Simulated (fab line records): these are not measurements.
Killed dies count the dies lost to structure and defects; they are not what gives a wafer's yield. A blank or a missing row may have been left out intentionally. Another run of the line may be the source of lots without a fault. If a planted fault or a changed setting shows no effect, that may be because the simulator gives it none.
fab line records	flow sky130
record: lots: 7	wafers: 21	last_day: 50
route steps=708 shown VIA1@475 METAL2@483 PAD_OPEN@708
lots that met no fault: from a run of the same line without faults
start_h: the number of hours between the record's first day and the start of the first shown wafer of the lot	wait_h: hours since the lot's step before	" identical to the entry in the row above	L1.1+2: a single row standing in for several wafers	- no value, or no start was given	* or withheld: withheld	< > ~ a bound
route shown NAME@n: a module of which the file shows steps, and the number in the route of the first	usual: mean/standard deviation taken from wafers without a fault	same: alike in all rows	chamber/n: place in a boat	sites: readings site by site	_std_site: how widely they spread, as a standard deviation	_edge_site: the outer-site mean with the inner-site mean subtracted	radius_mm: how far each site lies from the wafer's centre	mask NAME#n: copy n	behind: tool/chamber where the wafer was last shaped	hold: reason for holding the lot/hours on hold/outcome of the hold	device: the n, p or np transistor that did not switch	end of line: the tests these same wafers got at the end of their route	step lacking rows: just its recipe	killed: not the wafer's yield, but the dies lost to structure and defects at the first sort	map: per-die view of a wafer (x killed, . not killed, _ where there is no die)
set.NAME: the setting the step ran with; set.NAME@STEP: the setting that earlier step ran with	model.NAME: the simulator's own value behind a step, which no gauge read
lots seen at some steps along the route; tables by step, rows by wafer
services: when a tool's chamber went out of use (start_h, in hours from the record's first day, below 0 if earlier), for how many hours, and the reason
== steps ==
step: SKY_VIA1_STRIP_17
recipe: chemistry: post_etch_residue_remover	time_s: 1200	temp_c: 72.5
step: SKY_VIA1_CLEAN_18
recipe: chemistry: IPA	time_s: 180	temp_c: 25
step: SKY_VIA1_CLEAN_19
recipe: chemistry: O3/DIW	dry: n2_spin
step: SKY_VIA1_SPUTTER_20
recipe: material: TiN	target_thk_nm: 20	chamber_pressure_pa: 5	power_w: 4000	time_s: 80
step: SKY_VIA1_CVD_21
recipe: material: W	target_thk_nm: 270	time_s: 80.902	temp_c: 400	pressure_torr: 40
step: SKY_VIA1_RS_MEAS_22
recipe: thk_meas_gauge: four-point-probe	reads: W_of_VIA1_CVD_21+TiN_of_VIA1_SPUTTER_20
usual: VIA1_W_RS: 0.430/0.005
lot.wafer	tool	chamber	start_h	wait_h	VIA1_W_RS[ohm/sq]
L576.2	film_metro-03	-	819.22	0.1	0.439
L576.5	"	-	"	"	0.437
L576.6	"	-	"	"	0.441
L578.1	film_metro-02	-	820.20	0.1	0.427
L578.2	"	-	"	"	0.420
L578.3	"	-	"	"	0.424
L582.3	film_metro-02	-	867.39	0.1	0.425
L582.5	"	-	"	"	0.429
L582.6	"	-	"	"	0.424
L583.2	film_metro-02	-	868.53	0.1	0.434
L583.3	"	-	"	"	0.438
L583.5	"	-	"	"	0.437
L586.4	film_metro-03	-	878.96	0.1	0.426
L586.5	"	-	"	"	0.427
L586.6	"	-	"	"	0.429
L595.1	film_metro-03	-	943.41	0.1	0.439
L595.2	"	-	"	"	0.432
L595.3	"	-	"	"	0.440
L597.2	film_metro-04	-	958.02	0.1	0.437
L597.4	"	-	"	"	0.435
L597.5	"	-	"	"	0.426
step: SKY_VIA1_THK_MEAS_23
recipe: thk_meas_gauge: xrf	reads: W_of_VIA1_CVD_21
usual: VIA1_W_THK: 268/3.2
lot.wafer	tool	chamber	start_h	wait_h	VIA1_W_THK[nm]
L576.2	film_metro-03	-	819.33	0.1	261
L576.5	"	-	"	"	262
L576.6	"	-	"	"	260
L578.1	film_metro-02	-	820.32	0.1	269
L578.2	"	-	"	"	274
L578.3	"	-	"	"	271
L582.3	film_metro-02	-	867.49	0.1	270
L582.5	"	-	"	"	269
L582.6	"	-	"	"	271
L583.2	film_metro-02	-	868.64	0.1	264
L583.3	"	-	"	"	263
L583.5	"	-	"	"	262
L586.4	film_metro-03	-	879.05	0.1	270
L586.5	"	-	"	"	269
L586.6	"	-	"	"	268
L595.1	film_metro-03	-	943.53	0.1	262
L595.2	"	-	"	"	266
L595.3	"	-	"	"	264
L597.2	film_metro-04	-	958.13	0.1	268
L597.4	"	-	"	"	268
L597.5	"	-	"	"	272
step: SKY_VIA1_CMP_24
recipe: stop_on: SiO2	t_overpolish_s: 15	down_force_psi: 3.5	platen_rpm: 60	target_thk_nm: 0	pad_velocity_m_s: 0.94248
usual: motor_current_A: 11.1/1.3	overpolish_run_s: 15.000/0.0082	time_to_endpoint_s: 64/3.4
same: t_overpolish_s: 15
lot.wafer	tool	chamber	start_h	wait_h	motor_current_A	overpolish_run_s	time_to_endpoint_s
L576.2	cmp-01	1	819.48	0.1	11.3	14.995	57
L576.6	"	3	"	"	14.4	15.000	62
L576.5	"	0	"	"	10.6	15.010	62
L578.2	cmp-02	1	820.38	0.0	9.3	14.996	73
L578.1	"	2	"	"	10.5	15.004	69
L578.3	"	0	"	"	10.5	15.011	71
L582.3	cmp-01	3	867.63	0.1	12.8	14.997	64
L582.5	"	1	"	"	11.2	15.002	63
L582.6	"	2	"	"	12.7	14.994	60
L583.3	cmp-01	1	868.69	0.0	11.3	14.985	57
L583.2	"	2	"	"	12.1	15.006	59
L583.5	"	1	"	"	11.5	15.004	59
L586.4	cmp-01	1	879.18	0.1	11.6	15.010	62
L586.6	"	3	"	"	13.5	14.993	67
L586.5	"	0	"	"	10.2	14.995	65
L595.3	cmp-01	3	943.59	0.0	13.3	15.006	64
L595.2	"	0	"	"	10.5	15.010	64
L595.1	"	1	"	"	11.3	15.005	61
L597.4	cmp-02	2	958.28	0.1	10.8	15.016	60
L597.2	"	3	"	"	10.0	15.002	59
L597.5	"	0	"	"	11.7	14.995	66
step: SKY_METAL2_SPUTTER_00
recipe: material: Ti	target_thk_nm: 15	power_w: 3000	time_s: 10	chamber_pressure_pa: 0.4
step: SKY_METAL2_SPUTTER_01
recipe: material: TiN	target_thk_nm: 20	power_w: 6500	time_s: 16.7	chamber_pressure_pa: 0.4
step: SKY_METAL2_SPUTTER_02
recipe: material: AlCu	target_thk_nm: 250	power_w: 10600	time_s: 13.3	chamber_pressure_pa: 0.4
usual: throttle_valve_pct: 30.2/1
lot.wafer	tool	chamber	start_h	wait_h	throttle_valve_pct
L576.2	pvd_sputter-02	-	819.73	0.0	28.5
L576.5	"	-	"	"	28.8
L576.6	"	-	"	"	29.7
L578.1	pvd_sputter-04	-	820.73	0.0	30.1
L578.2	"	-	"	"	31.5
L578.3	"	-	"	"	29.0
L582.3	pvd_sputter-04	-	867.88	0.0	28.8
L582.5	"	-	"	"	31.2
L582.6	"	-	"	"	31.0
L583.2	pvd_sputter-04	-	869.04	0.0	30.0
L583.3	"	-	"	"	28.9
L583.5	"	-	"	"	28.7
L586.4	pvd_sputter-04	-	879.42	0.0	28.9
L586.5	"	-	"	"	31.3
L586.6	"	-	"	"	30.1
L595.1	pvd_sputter-02	-	943.93	0.0	28.8
L595.2	"	-	"	"	31.4
L595.3	"	-	"	"	29.4
L597.2	pvd_sputter-01	-	958.52	0.0	31.6
L597.4	"	-	"	"	29.3
L597.5	"	-	"	"	29.6
step: SKY_METAL2_SPUTTER_03
recipe: material: Ti	target_thk_nm: 5	power_w: 3000	time_s: 3.3	chamber_pressure_pa: 0.4
usual: throttle_valve_pct: 30.2/1
lot.wafer	tool	chamber	start_h	wait_h	throttle_valve_pct
L576.2	pvd_sputter-02	-	819.75	0.0	28.7
L576.5	"	-	"	"	28.5
L576.6	"	-	"	"	30.0
L578.1	pvd_sputter-04	-	820.76	0.0	30.2
L578.2	"	-	"	"	31.3
L578.3	"	-	"	"	28.8
L582.3	pvd_sputter-04	-	867.90	0.0	28.9
L582.5	"	-	"	"	31.6
L582.6	"	-	"	"	31.0
L583.2	pvd_sputter-04	-	869.06	0.0	30.2
L583.3	"	-	"	"	29.2
L583.5	"	-	"	"	28.6
L586.4	pvd_sputter-04	-	879.45	0.0	28.9
L586.5	"	-	"	"	31.4
L586.6	"	-	"	"	29.9
L595.1	pvd_sputter-02	-	943.96	0.0	28.7
L595.2	"	-	"	"	31.1
L595.3	"	-	"	"	29.4
L597.2	pvd_sputter-01	-	958.55	0.0	31.1
L597.4	"	-	"	"	29.6
L597.5	"	-	"	"	29.6
step: SKY_METAL2_SPUTTER_04
recipe: material: TiN	target_thk_nm: 70	power_w: 6500	time_s: 58.3	chamber_pressure_pa: 0.4
usual: throttle_valve_pct: 30.2/1
lot.wafer	tool	chamber	start_h	wait_h	throttle_valve_pct	model.TiN_of_METAL2_SPUTTER_04.thk_nm
L576.2	pvd_sputter-02	-	819.77	0.0	28.6	70.22
L576.5	"	-	"	"	28.6	70.29
L576.6	"	-	"	"	29.9	69.35
L578.1	pvd_sputter-04	-	820.77	0.0	30.4	69.98
L578.2	"	-	"	"	31.2	70.64
L578.3	"	-	"	"	28.8	70.3
L582.3	pvd_sputter-04	-	867.92	0.0	28.8	63.36
L582.5	"	-	"	"	31.1	64
L582.6	"	-	"	"	30.9	63.65
L583.2	pvd_sputter-04	-	869.08	0.0	29.9	61.7
L583.3	"	-	"	"	28.9	62.56
L583.5	"	-	"	"	29.3	62.57
L586.4	pvd_sputter-04	-	879.47	0.0	28.8	61.95
L586.5	"	-	"	"	31.3	63.37
L586.6	"	-	"	"	30.3	61.05
L595.1	pvd_sputter-02	-	943.98	0.0	28.8	71.02
L595.2	"	-	"	"	31.3	69.77
L595.3	"	-	"	"	29.2	69.68
L597.2	pvd_sputter-01	-	958.57	0.0	31.2	68.91
L597.4	"	-	"	"	29.3	71.35
L597.5	"	-	"	"	29.6	71.75
step: SKY_METAL2_RS_MEAS_05
recipe: thk_meas_gauge: four-point-probe	reads: TiN_of_METAL2_SPUTTER_04+Ti_of_METAL2_SPUTTER_03+AlCu_of_METAL2_SPUTTER_02+TiN_of_METAL2_SPUTTER_01+Ti_of_METAL2_SPUTTER_00
usual: METAL2_ALCU_RS: 0.1270/0.0015
lot.wafer	tool	chamber	start_h	wait_h	METAL2_ALCU_RS[ohm/sq]
L576.2	film_metro-01	-	819.84	0.0	0.1277
L576.5	"	-	"	"	0.1267
L576.6	"	-	"	"	0.1261
L578.1	film_metro-03	-	820.82	0.0	0.1276
L578.2	"	-	"	"	0.1263
L578.3	"	-	"	"	0.1266
L582.3	film_metro-01	-	868.01	0.1	0.1249
L582.5	"	-	"	"	0.1249
L582.6	"	-	"	"	0.1245
L583.2	film_metro-02	-	869.15	0.0	0.1294
L583.3	"	-	"	"	0.1278
L583.5	"	-	"	"	0.1266
L586.4	film_metro-02	-	879.58	0.1	0.1268
L586.5	"	-	"	"	0.1277
L586.6	"	-	"	"	0.1273
L595.1	film_metro-01	-	944.03	0.0	0.1256
L595.2	"	-	"	"	0.1284
L595.3	"	-	"	"	0.1269
L597.2	film_metro-02	-	958.64	0.0	0.1258
L597.4	"	-	"	"	0.1280
L597.5	"	-	"	"	0.1275
step: SKY_METAL2_THK_MEAS_06
recipe: thk_meas_gauge: xrf	reads: AlCu_of_METAL2_SPUTTER_02
usual: METAL2_ALCU_THK: 247/3.7
lot.wafer	tool	chamber	start_h	wait_h	METAL2_ALCU_THK[nm]
L576.2	film_metro-01	-	819.95	0.1	243
L576.5	"	-	"	"	246
L576.6	"	-	"	"	250
L578.1	film_metro-03	-	820.94	0.1	245
L578.2	"	-	"	"	249
L578.3	"	-	"	"	248
L582.3	film_metro-01	-	868.11	0.1	255
L582.5	"	-	"	"	254
L582.6	"	-	"	"	256
L583.2	film_metro-02	-	869.26	0.1	245
L583.3	"	-	"	"	247
L583.5	"	-	"	"	251
L586.4	film_metro-02	-	879.67	0.1	252
L586.5	"	-	"	"	249
L586.6	"	-	"	"	248
L595.1	film_metro-01	-	944.15	0.1	247
L595.2	"	-	"	"	246
L595.3	"	-	"	"	246
L597.2	film_metro-02	-	958.75	0.1	246
L597.4	"	-	"	"	241
L597.5	"	-	"	"	242
step: SKY_METAL2_DEHYDRATE_07
recipe: temp_c: 200	time_s: 60
step: SKY_METAL2_HMDS_08
recipe: prime_time_s: 60	prime_temp_c: 120
step: SKY_METAL2_COAT_09
recipe: resist: BARC	temp_c: withheld	time_s: withheld	spin_rpm: 3000	resist_thk_nm: 60
step: SKY_METAL2_COAT_10
recipe: resist: KrF-thick	spin_rpm: 3000	resist_thk_nm: 450
step: SKY_METAL2_SOFTBAKE_11
recipe: temp_c: 100	time_s: 94.31	resist: KrF-thick
step: SKY_METAL2_EXPOSE_12
recipe: mask_id: MM2	na: 0.8	source_shape: annular	sigma_inner: 0.55	sigma_outer: 0.85	target_cd_nm: 140	dose_mj: 28
step: SKY_METAL2_PEB_13
recipe: peb_temp_c: withheld	peb_time_s: withheld	resist: KrF-thick
step: SKY_METAL2_DEVELOP_14
recipe: develop_time_s: 60	resist: KrF-thick	dev_temp_c: 21
step: SKY_METAL2_CD_MEAS_15
recipe: target_cd_nm: 140
usual: cd_nm: 140.0/1.7
lot.wafer	tool	chamber	start_h	wait_h	cd_nm
L576.2	cd_sem-02	-	846.42	-	140.0
L576.5	"	-	"	"	139.2
L576.6	"	-	"	"	138.3
L578.1	cd_sem-02	-	847.05	-	138.8
L578.2	"	-	"	"	140.1
L578.3	"	-	"	"	140.1
L582.3	cd_sem-01	-	893.04	-	137.4
L582.5	"	-	"	"	136.6
L582.6	"	-	"	"	138.6
L583.2	cd_sem-02	-	894.77	-	141.3
L583.3	"	-	"	"	141.6
L583.5	"	-	"	"	141.4
L586.4	cd_sem-01	-	905.48	-	136.0
L586.5	"	-	"	"	137.9
L586.6	"	-	"	"	137.9
L595.1	cd_sem-01	-	968.52	-	139.5
L595.2	"	-	"	"	138.3
L595.3	"	-	"	"	138.6
L597.2	cd_sem-02	-	982.64	-	138.1
L597.4	"	-	"	"	139.4
L597.5	"	-	"	"	139.7
step: SKY_METAL2_OVL_MEAS_16
usual: METAL2_OVL: 0/7
lot.wafer	tool	chamber	start_h	wait_h	METAL2_OVL[nm]
L576.2	overlay-01	-	846.53	0.1	5
L576.5	"	-	"	"	6
L576.6	"	-	"	"	2
L578.1	overlay-02	-	847.17	0.1	8
L578.2	"	-	"	"	-5
L578.3	"	-	"	"	8
L582.3	overlay-02	-	893.14	0.1	-4
L582.5	"	-	"	"	-4
L582.6	"	-	"	"	4
L583.2	overlay-02	-	894.88	0.1	4
L583.3	"	-	"	"	8
L583.5	"	-	"	"	-4
L586.4	overlay-01	-	905.56	0.1	-1
L586.5	"	-	"	"	-2
L586.6	"	-	"	"	6
L595.1	overlay-02	-	968.64	0.1	-3
L595.2	"	-	"	"	1
L595.3	"	-	"	"	-1
L597.2	overlay-02	-	982.74	0.1	14
L597.4	"	-	"	"	18
L597.5	"	-	"	"	3
step: SKY_METAL2_DESCUM_17
recipe: chemistry: O2	source_power_w: 150	bias_power_w: 0	pressure_mtorr: 10	temp_c: 40	time_s: 8
usual: drypump_motor_current_A: 5.6/0.65	he_backside_leak_sccm: 3.41/0.16	oes_product_au: 1.007/0.01
lot.wafer	tool	chamber	start_h	wait_h	drypump_motor_current_A	he_backside_leak_sccm	oes_product_au	rf_hours_counter_h
L576.2	rie_metal-02	1	846.56	0.0	5.8	3.28	1.011	11
L576.5	"	0	"	"	6.4	3.36	1.022	-
L576.6	"	1	"	"	5.8	3.19	1.010	-
L578.1	rie_metal-03	1	847.21	0.0	6.3	3.28	1.003	8
L578.2	"	0	"	"	4.7	3.15	1.003	7
L578.3	"	0	"	"	4.7	3.15	1.015	-
L582.3	rie_metal-03	1	893.17	0.0	6.3	3.36	1.011	-
L582.5	"	0	"	"	4.7	3.15	1.022	-
L582.6	"	1	"	"	6.3	3.34	1.005	-
L583.2	rie_metal-01	1	894.91	0.0	5.3	3.30	0.999	11
L583.3	"	0	"	"	5.3	3.57	1.007	-
L583.5	"	1	"	"	5.3	3.49	1.006	-
L586.4	rie_metal-03	0	905.59	0.0	4.7	3.28	1.020	-
L586.5	"	0	"	"	4.7	3.27	1.018	-
L586.6	"	1	"	"	6.3	3.41	1.015	-
L595.1	rie_metal-03	0	968.67	0.0	4.7	3.10	1.018	12
L595.2	"	1	"	"	6.3	3.31	0.997	13
L595.3	"	1	"	"	6.3	3.26	0.993	-
L597.2	rie_metal-02	0	982.78	0.0	6.4	3.32	1.016	-
L597.4	"	0	"	"	6.4	3.43	1.007	-
L597.5	"	0	"	"	6.4	3.49	1.018	-
step: SKY_METAL2_ETCH_18
recipe: chemistry: N2/H2	target: BARC	ion_energy_ev: 200	bias_w: 100	pressure_mtorr: 30	n2_flow_sccm: 100	h2_flow_sccm: 200	icp_w: 500	stop_on: SiO2	time_s: 45.9	target_depth_a: 600
step: SKY_METAL2_METAL_ETCH_19
recipe: target_depth_a: 3600	stop_on: SiO2	over_etch_frac: 0.3	time_s: 78	chemistry: Cl2/BCl3	resist_sidewall_deg: 88	pressure_mtorr: 10	icp_w: 900	bias_w: 48.5	Cl2_flow_sccm: 60	bcl3_flow_sccm: 30
usual: bias_w: 48.49/0.14	drypump_motor_current_A: 5.6/0.65	he_backside_leak_sccm: 3.41/0.22	oes_product_au: 0.854/0.0057	throttle_valve_pct: 22.264/0.0088
lot.wafer	tool	chamber	start_h	wait_h	bias_w	drypump_motor_current_A	he_backside_leak_sccm	oes_product_au	rf_hours_counter_h	throttle_valve_pct
L576.2	rie_metal-02	1	846.66	0.0	48.66	5.7	3.31	0.850	11	22.263
L576.5	"	0	"	"	48.47	6.4	3.60	0.854	-	22.264
L576.6	"	1	"	"	48.40	5.7	3.22	0.850	-	22.251
L578.1	rie_metal-03	1	847.31	0.0	48.63	6.3	3.28	0.854	8	22.280
L578.2	"	0	"	"	48.79	4.7	3.26	0.860	7	22.256
L578.3	"	0	"	"	48.60	4.7	3.21	0.853	-	22.272
L582.3	rie_metal-03	1	893.29	0.1	48.35	6.3	3.36	0.851	-	22.274
L582.5	"	0	"	"	48.37	4.7	3.26	0.849	-	22.256
L582.6	"	1	"	"	48.63	6.3	3.33	0.855	-	22.268
L583.2	rie_metal-01	1	895.01	0.0	48.37	5.3	3.40	0.858	11	22.264
L583.3	"	0	"	"	48.40	5.3	3.44	0.848	-	22.264
L583.5	"	1	"	"	48.51	5.3	3.52	0.845	-	22.266
L586.4	rie_metal-03	0	905.70	0.1	48.23	4.7	3.19	0.848	-	22.259
L586.5	"	0	"	"	48.37	4.7	2.98	0.841	-	22.273
L586.6	"	1	"	"	48.52	6.3	3.25	0.846	-	22.264
L595.1	rie_metal-03	0	968.77	0.0	48.35	4.7	3.11	0.855	12	22.254
L595.2	"	1	"	"	48.49	6.3	3.40	0.853	13	22.265
L595.3	"	1	"	"	48.37	6.3	3.34	0.854	-	22.256
L597.2	rie_metal-02	0	982.99	0.1	48.33	6.4	3.28	0.861	-	22.275
L597.4	"	0	"	"	48.63	6.4	3.33	0.856	-	22.260
L597.5	"	0	"	"	48.46	6.4	3.40	0.855	-	22.272
step: SKY_METAL2_STRIP_20
recipe: chemistry: O2/N2	power_w: 1400	pressure_mtorr: 1500	platen_temp_c: withheld	o2_flow_sccm: 3000	n2_flow_sccm: 300	overash_fraction: 0.5
step: SKY_METAL2_STRIP_21
recipe: chemistry: post_etch_residue_remover	time_s: 1200	temp_c: 72.5
lot.wafer	tool	chamber	start_h	wait_h	model.TiN_of_METAL2_SPUTTER_04.thk_nm
L576.2	wet_bench-03	2	846.85	0.1	69.81
L576.5	"	2	"	"	69.88
L576.6	"	2	"	"	68.94
L578.1	wet_bench-03	1	847.50	0.1	69.55
L578.2	"	1	"	"	70.21
L578.3	"	1	"	"	69.87
L582.3	wet_bench-03	1	893.45	0.0	62.94
L582.5	"	1	"	"	63.58
L582.6	"	1	"	"	63.23
L583.2	wet_bench-04	3	895.20	0.1	61.28
L583.3	"	3	"	"	62.14
L583.5	"	3	"	"	62.15
L586.4	wet_bench-04	2	905.86	0.0	61.52
L586.5	"	2	"	"	62.94
L586.6	"	2	"	"	60.62
L595.1	wet_bench-03	0	968.96	0.1	70.59
L595.2	"	0	"	"	69.34
L595.3	"	0	"	"	69.26
L597.2	wet_bench-02	0	983.24	0.1	68.49
L597.4	"	0	"	"	70.93
L597.5	"	0	"	"	71.33
step: SKY_METAL2_CLEAN_22
recipe: chemistry: IPA	time_s: 180	temp_c: 25
step: SKY_PAD_OPEN_PROBE_99
usual: defect_limited_yield: 83.0/1.8	killed_at_M0_to_M3: 43/7.5	killed_at_M4_up: 3.0/1.6	killed_at_contacts: 23/5.8	killed_at_front_end: 14/4.8	killed_at_other: 0.3/0.52	killed_dies: 84/9.1	killed_open: 47/7.2	killed_short: 37/5.8	sort_bin_3_pad_short: 0.9/0.38	sort_bin_5_function: 10.0/1.5	sort_bin_6_memory: 6.1/1.1	sort_n_pass: 408/9.1	sort_yield_pct: 83.0/1.8
same: gross_dies: 492	killed_at_back_side: 0	sort_bin_4_leakage[%]: 0	sort_bin_8_speed[%]: 0
lot.wafer	tool	chamber	start_h	wait_h	defect_limited_yield[%]	killed_at_M0_to_M3	killed_at_M4_up	killed_at_contacts	killed_at_front_end	killed_at_other	killed_dies	killed_open	killed_short	sort_bin_3_pad_short[%]	sort_bin_5_function[%]	sort_bin_6_memory[%]	sort_n_pass	sort_yield_pct[%]
L578.1	prober-02	-	1096.97	0.1	82.5	40	3	28	15	0	86	53	33	1.0	11.8	4.7	406	82.5
L578.2	prober-02	-	1097.02	0.1	83.5	47	2	20	12	0	81	50	31	0.4	9.6	6.5	411	83.5
L578.3	prober-02	-	1097.07	0.2	83.1	52	4	16	11	0	83	37	46	0.8	9.8	6.3	409	83.1
L595.1	prober-02	-	1185.48	0.1	84.8	29	5	27	14	0	75	37	38	0.6	9.3	5.3	417	84.8
L595.2	prober-02	-	1185.53	0.1	81.1	44	7	17	25	0	93	41	52	1.6	10.8	6.5	399	81.1
L595.3	prober-02	-	1185.58	0.2	84.3	38	1	19	19	0	77	38	39	0.8	8.7	6.1	415	84.3
L597.2	prober-02	-	1198.18	0.1	82.1	44	2	28	14	0	88	44	44	0.4	11.8	5.7	404	82.1
L597.4	prober-02	-	1198.28	0.2	84.8	32	3	24	16	0	75	45	30	0.6	8.7	5.9	417	84.8
L597.5	prober-02	-	1198.33	0.2	87.0	42	2	10	9	1	64	32	32	0.4	6.5	6.1	428	87.0
killed by level:class
L578.1 VIA1:geometric_particle:open=16 CONTACT:geometric_particle:open=12 LI_CONTACT:geometric_particle:open=7 VIA2:geometric_particle:open=6 METAL1:geometric_particle:short=5 FIELD_ISO:geometric_particle:short=4 POLY_GATE:geometric_particle:short=4 POLY_GATE:geometric_particle:open=4
L578.2 VIA1:geometric_particle:open=17 METAL1:geometric_particle:short=7 LI_CONTACT:geometric_particle:open=6 CONTACT:geometric_particle:open=5 FIELD_ISO:geometric_particle:open=4 POLY_GATE:geometric_particle:open=4 LI_CONTACT:geometric_particle:short=4 METAL2:geometric_particle:short=4
L578.3 METAL2:geometric_particle:short=12 VIA1:geometric_particle:open=11 METAL1:geometric_particle:short=7 CONTACT:geometric_particle:short=6 CONTACT:geometric_particle:open=6 VIA3:geometric_particle:open=6 VIA1:geometric_particle:short=5 VIA2:geometric_particle:open=5
L595.1 CONTACT:geometric_particle:open=9 LOCAL_INTERCONNECT:geometric_particle:short=8 VIA1:geometric_particle:open=6 POLY_GATE:geometric_particle:open=5 VIA3:geometric_particle:open=5 LI_CONTACT:geometric_particle:open=4 CONTACT:geometric_particle:short=4 METAL1:geometric_particle:short=4
L595.2 VIA1:geometric_particle:open=12 VIA1:geometric_particle:short=8 FIELD_ISO:geometric_particle:short=7 CONTACT:geometric_particle:short=7 METAL2:geometric_particle:short=7 POLY_GATE:geometric_particle:short=6 POLY_GATE:geometric_particle:open=5 CONTACT:geometric_particle:open=5
L595.3 POLY_GATE:geometric_particle:open=6 VIA1:geometric_particle:open=6 VIA3:geometric_particle:open=6 LI_CONTACT:geometric_particle:open=5 LOCAL_INTERCONNECT:geometric_particle:short=5 METAL2:geometric_particle:short=5 METAL1:geometric_particle:short=5 METAL3:geometric_particle:short=5
L597.2 VIA1:geometric_particle:open=9 VIA3:geometric_particle:open=9 CONTACT:geometric_particle:short=8 VIA1:geometric_particle:short=8 LI_CONTACT:geometric_particle:open=7 CONTACT:geometric_particle:open=6 FIELD_ISO:geometric_particle:open=5 VIA2:geometric_particle:open=5
L597.4 CONTACT:geometric_particle:open=8 VIA1:geometric_particle:open=8 LI_CONTACT:geometric_particle:open=7 VIA2:geometric_particle:open=6 METAL3:geometric_particle:short=5 FIELD_ISO:geometric_particle:open=4 POLY_GATE:geometric_particle:open=4 FIELD_ISO:geometric_particle:short=3
L597.5 VIA1:geometric_particle:open=7 VIA3:geometric_particle:open=7 METAL2:geometric_particle:short=6 CONTACT:geometric_particle:short=4 METAL1:geometric_particle:short=4 VIA2:geometric_particle:open=4 METAL3:geometric_particle:short=4 POLY_GATE:geometric_particle:open=3
== services ==
tool	chamber	start_h	hours	kind
cmp-02	-	804.24	2.3	repair
cmp-02	-	810.55	5.2	pm
pvd_sputter-01	-	813.67	4.6	repair
wet_bench-04	-	821.41	48.6	pm
rie_metal-01	-	825.78	2.8	pm
rie_metal-02	0	846.84	-	clean
rie_metal-02	0	846.84	22.3	scheduled_down
rie_metal-02	0	846.84	22.3	vent_cycle
cmp-01	-	861.25	1.0	repair
cmp-02	-	876.22	1.1	repair
rie_metal-03	-	885.73	0.2	repair
pvd_sputter-04	2	890.68	-	consumable_replace:kit
pvd_sputter-04	2	890.68	18.0	scheduled_down
pvd_sputter-04	2	890.68	18.0	vent_cycle
cmp-02	-	891.66	0.4	repair
cmp-02	-	912.00	4.0	pm
cmp-01	-	916.01	4.0	repair
wet_bench-04	-	916.75	1.9	pm
pvd_sputter-01	2	916.94	-	consumable_replace:kit
pvd_sputter-01	2	916.94	18.0	scheduled_down
rie_metal-03	1	939.84	8.7	repair
cmp-01	-	944.04	0.8	repair
cmp-01	-	955.71	8.4	repair
rie_metal-02	1	978.43	20.2	repair
== key ==
first_sign none at tools or gauges
model_effect: step: SKY_METAL2_SPUTTER_04	value: TiN_of_METAL2_SPUTTER_04.thk_nm	without: 69.69	struck: 62.69
model_effect: step: SKY_METAL2_STRIP_21	value: TiN_of_METAL2_SPUTTER_04.thk_nm	without: 69.27	struck: 62.27
met_at SKY_METAL2_SPUTTER_04
struck_wafers L582.3,L582.5,L582.6,L583.2,L583.3,L583.5,L586.4,L586.5,L586.6
onset_between 820.77 867.92
also_fits SKY_METAL2_SPUTTER_02:pvd_sputter-04,SKY_METAL2_SPUTTER_03:pvd_sputter-04
fault: kind: process_parameter_drift	tool: pvd_sputter-04	chamber: -	onset_h: 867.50	steps: SKY_METAL2_SPUTTER_04	channel: target_thk_nm	offset: -6.9978	shape: step	end_h: 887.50	acts_in: these_recipes_only	stated: 70
